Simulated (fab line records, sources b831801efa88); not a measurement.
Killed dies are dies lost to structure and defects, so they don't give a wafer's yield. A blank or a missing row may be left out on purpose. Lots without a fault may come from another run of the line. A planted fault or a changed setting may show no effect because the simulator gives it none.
One fault seen from 2 desks | flow sfq_line | each desk has only its own numbers; what lay behind them comes last

THE TOOL OWNER'S DESK: krf_scanner-01
The tool's own readings at SFQ_TRILAYER_M6_LITHO_EXPOSE_160 (exposes mask M6, target cd 500 nm): means of the sampled wafers that have a number, for each lot that ran on this tool. A lot is out of limits, marked OUT, if its mean lies more than 4 standard deviations from the usual mean; the brackets give that distance.
Columns: A = exposure_dose_mJ_cm2 at SFQ_TRILAYER_M6_LITHO_EXPOSE_160, usual 14.398
lot  | first seen here | A
L300 | day 68 21:27    | 14.411
L301 | day 69 01:27    | 14.395
L302 | day 69 04:40    | 14.401
L311 | day 72 00:42    | 14.373
L318 | day 73 22:29    | 14.406
L319 | day 74 04:05    | 14.399
L320 | day 74 09:44    | 14.412
This desk's finding: nothing out of limits on any of the 7 lots.

THE METROLOGY DESK
What the gauges read, lot by lot, whatever tool the lot ran on: means of the sampled wafers that have a number. A lot is out of limits, marked OUT, if its mean lies more than 4 standard deviations from the usual mean; the brackets give that distance.
Columns: A = C5_OVL at SFQ_C5_OVL_MEAS_937, usual -3 nm; B = M6_NB_RS at SFQ_M6_RS_MEAS_938, usual 0.889 ohm/sq; C = M6_OVL at SFQ_M6_OVL_MEAS_940, usual -1 nm; D = I6_BOW at SFQ_I6_BOW_MEAS_941, usual 8 um; E = I6_OVL at SFQ_I6_OVL_MEAS_942, usual -2 nm; F = M7_NB_RS at SFQ_M7_RS_MEAS_943, usual 0.887 ohm/sq; G = M8_BOW at SFQ_M8_BOW_MEAS_951, usual 8 um
lot  | first seen here | A  | B     | C  | D  | E   | F     | G
L300 | day 67 06:05    | -7 | 0.883 | 5  | 2  | -10 | 0.879 | 2
L301 | day 67 12:56    | -7 | 0.887 | -8 | 5  | 0   | 0.895 | 8
L302 | day 67 15:20    | -4 | 0.901 | 2  | 6  | -2  | 0.887 | 1
L311 | day 70 20:12    | 2  | 0.886 | 0  | 7  | -8  | 0.885 | 9
L318 | day 72 21:13    | -9 | 0.892 | -2 | 27 | -1  | 0.888 | 26
L319 | day 73 02:00    | 0  | 0.889 | 10 | 8  | -9  | 0.887 | 11
L320 | day 73 04:24    | -1 | 0.889 | 2  | 1  | -5  | 0.894 | 1
This desk's finding: nothing out of limits on any of the 7 lots.

PUT TOGETHER
The tool owner's desk saw nothing out of limits.
The metrology desk saw nothing out of limits.

WHAT THE SIMULATOR HAD PUT IN
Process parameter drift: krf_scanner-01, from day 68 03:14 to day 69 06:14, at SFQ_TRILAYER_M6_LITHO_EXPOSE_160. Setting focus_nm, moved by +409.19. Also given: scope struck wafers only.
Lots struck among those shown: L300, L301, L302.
